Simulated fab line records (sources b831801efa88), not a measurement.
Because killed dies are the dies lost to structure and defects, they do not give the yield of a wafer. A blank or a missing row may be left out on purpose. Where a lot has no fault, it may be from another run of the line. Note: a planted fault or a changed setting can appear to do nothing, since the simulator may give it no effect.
Lot-split experiment || flow sky130 || 23 wafers read across 5 lots, on a route 708 steps long

## SPLIT DETAILS
At SKY_METAL5_METAL_ETCH_15 (etches the open film in Cl2/BCl3, stops on SiO2, target depth 1260 nm, time 252 s), the setting overEtchFrac was moved away from the recipe's 0.2 on 8 of the 23 wafers read, by -24.0% to +15.1%. This setting was run at the recipe's value on the other wafers.

Reading taken at the split's own step.

## THE READING
oesProductAu, in a.u., at SKY_METAL5_METAL_ETCH_15 (etches the open film in Cl2/BCl3, stops on SiO2, target depth 1260 nm, time 252 s). A value of 0.894 a.u. with a standard deviation of 0.005 a.u. is what fault-free wafers of this fab line usually give.

{"wafer": "L074.1", "tool, chamber at the split": "rieMetal-04, 0", "overEtchFrac as run": 0.2, "against the recipe": "recipe", "oesProductAu, a.u.": 0.896, "against lot-mates on the recipe": "-"}
{"wafer": "L074.2", "tool, chamber at the split": "rieMetal-04, 1", "overEtchFrac as run": 0.2, "against the recipe": "recipe", "oesProductAu, a.u.": 0.892, "against lot-mates on the recipe": "-"}
{"wafer": "L074.3", "tool, chamber at the split": "rieMetal-04, 0", "overEtchFrac as run": 0.2, "against the recipe": "recipe", "oesProductAu, a.u.": 0.901, "against lot-mates on the recipe": "-"}
{"wafer": "L074.4", "tool, chamber at the split": "rieMetal-04, 1", "overEtchFrac as run": 0.2, "against the recipe": "recipe", "oesProductAu, a.u.": 0.888, "against lot-mates on the recipe": "-"}
{"wafer": "L074.5", "tool, chamber at the split": "rieMetal-04, 0", "overEtchFrac as run": 0.2, "against the recipe": "recipe", "oesProductAu, a.u.": 0.898, "against lot-mates on the recipe": "-"}
{"wafer": "L075.1", "tool, chamber at the split": "rieMetal-01, 1", "overEtchFrac as run": 0.2, "against the recipe": "recipe", "oesProductAu, a.u.": 0.900, "against lot-mates on the recipe": "-"}
{"wafer": "L075.2", "tool, chamber at the split": "rieMetal-01, 0", "overEtchFrac as run": 0.2, "against the recipe": "recipe", "oesProductAu, a.u.": 0.898, "against lot-mates on the recipe": "-"}
{"wafer": "L075.3", "tool, chamber at the split": "rieMetal-01, 1", "overEtchFrac as run": 0.2222, "against the recipe": "+11.1%", "oesProductAu, a.u.": 0.887, "against lot-mates on the recipe": -0.012}
{"wafer": "L075.4", "tool, chamber at the split": "rieMetal-01, 0", "overEtchFrac as run": 0.2222, "against the recipe": "+11.1%", "oesProductAu, a.u.": 0.880, "against lot-mates on the recipe": -0.019}
{"wafer": "L075.5", "tool, chamber at the split": "rieMetal-01, 1", "overEtchFrac as run": 0.2222, "against the recipe": "+11.1%", "oesProductAu, a.u.": 0.879, "against lot-mates on the recipe": -0.020}
{"wafer": "L077.1", "tool, chamber at the split": "rieMetal-04, 0", "overEtchFrac as run": 0.2, "against the recipe": "recipe", "oesProductAu, a.u.": 0.890, "against lot-mates on the recipe": "-"}
{"wafer": "L077.2", "tool, chamber at the split": "rieMetal-04, 1", "overEtchFrac as run": 0.152, "against the recipe": "-24.0%", "oesProductAu, a.u.": 0.921, "against lot-mates on the recipe": "+0.028"}
{"wafer": "L077.3", "tool, chamber at the split": "rieMetal-04, 1", "overEtchFrac as run": 0.2, "against the recipe": "recipe", "oesProductAu, a.u.": 0.896, "against lot-mates on the recipe": "-"}
{"wafer": "L077.5", "tool, chamber at the split": "rieMetal-04, 1", "overEtchFrac as run": 0.2, "against the recipe": "recipe", "oesProductAu, a.u.": 0.892, "against lot-mates on the recipe": "-"}
{"wafer": "L077.6", "tool, chamber at the split": "rieMetal-04, 0", "overEtchFrac as run": 0.152, "against the recipe": "-24.0%", "oesProductAu, a.u.": 0.917, "against lot-mates on the recipe": "+0.024"}
{"wafer": "L078.3", "tool, chamber at the split": "rieMetal-02, 1", "overEtchFrac as run": 0.2, "against the recipe": "recipe", "oesProductAu, a.u.": 0.891, "against lot-mates on the recipe": "-"}
{"wafer": "L078.4", "tool, chamber at the split": "rieMetal-02, 0", "overEtchFrac as run": 0.2, "against the recipe": "recipe", "oesProductAu, a.u.": 0.897, "against lot-mates on the recipe": "-"}
{"wafer": "L078.5", "tool, chamber at the split": "rieMetal-02, 0", "overEtchFrac as run": 0.2, "against the recipe": "recipe", "oesProductAu, a.u.": 0.905, "against lot-mates on the recipe": "-"}
{"wafer": "L080.1", "tool, chamber at the split": "rieMetal-04, 1", "overEtchFrac as run": 0.2, "against the recipe": "recipe", "oesProductAu, a.u.": 0.896, "against lot-mates on the recipe": "-"}
{"wafer": "L080.2", "tool, chamber at the split": "rieMetal-04, 1", "overEtchFrac as run": 0.2, "against the recipe": "recipe", "oesProductAu, a.u.": 0.889, "against lot-mates on the recipe": "-"}
{"wafer": "L080.3", "tool, chamber at the split": "rieMetal-04, 1", "overEtchFrac as run": 0.2303, "against the recipe": "+15.1%", "oesProductAu, a.u.": 0.885, "against lot-mates on the recipe": -0.008}
{"wafer": "L080.4", "tool, chamber at the split": "rieMetal-04, 1", "overEtchFrac as run": 0.2303, "against the recipe": "+15.1%", "oesProductAu, a.u.": 0.883, "against lot-mates on the recipe": -0.010}
{"wafer": "L080.5", "tool, chamber at the split": "rieMetal-04, 1", "overEtchFrac as run": 0.2303, "against the recipe": "+15.1%", "oesProductAu, a.u.": 0.879, "against lot-mates on the recipe": -0.014}

THE FIT
A straight line over all 23 wafers: oesProductAu changes by -0.000981 a.u. for each +1% of overEtchFrac; r = -0.91; the points scatter about the line by 0.0045 a.u.
The same after taking each lot's own level away (the mean of its wafers on the recipe; 23 wafers): -0.00104 a.u. for each +1%; r = -0.91; scatter 0.0049 a.u.
That fit puts the effect of the largest move of overEtchFrac on the reading at 0.025 a.u.
From 0.8925 to 0.8990 a.u.: that is the span of the lots' own levels, equal to 1.3 times the standard deviation above.
So the lot-to-lot level changes the slope little: the two slopes agree.
Check: with one of the wafers moved furthest among these (-24.0%) left out of the fit, the line predicts +0.0234 a.u. for it against its lot-mates. Against them it came out at +0.0283 a.u.
Tool readings at the split's step, against how far the setting was moved: oesProductAu r = -0.91.

## OTHER SPLITS ON THESE WAFERS
Other splits were also applied to these wafers ahead of the reading. Each is held against what the fit with the lots' levels taken away leaves over:
{"other split on the same wafers": "SKY_VIA4_CMP_02 leaveAboveRefNm", "wafers away from the commonest value": 7, "r with oesProductAu (lot level and that fit taken away)": -0.37}
{"other split on the same wafers": "SKY_VIA4_COAT_06 spinRpm", "wafers away from the commonest value": 10, "r with oesProductAu (lot level and that fit taken away)": -0.25}
{"other split on the same wafers": "SKY_VIA4_CVD_18 tempC", "wafers away from the commonest value": 12, "r with oesProductAu (lot level and that fit taken away)": "+0.30"}

## THE WHOLE CHAIN: every reading that the file lists as answering this split, in the file's order
{"step": "SKY_METAL5_METAL_ETCH_15", "what it does": "etches the open film in Cl2/BCl3, stops on SiO2, target depth 1260 nm, time 252 s", "reading": "oesProductAu", "change (the file's fit)": "-0.00104 a.u. for each +1% of the setting", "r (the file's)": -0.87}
{"step": "SKY_METAL5_METAL_ETCH_15", "what it does": "etches the open film in Cl2/BCl3, stops on SiO2, target depth 1260 nm, time 252 s", "reading": "NOVOLAK_of_METAL5_COAT_09.thkNm (the simulator's own value, which no gauge read)", "change (the file's fit)": "-1.3 nm for each +1% of the setting", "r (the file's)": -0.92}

## THE FILE'S OWN FIT
oesProductAu changes by -0.00104 a.u. for each +1% of overEtchFrac, r = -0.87.
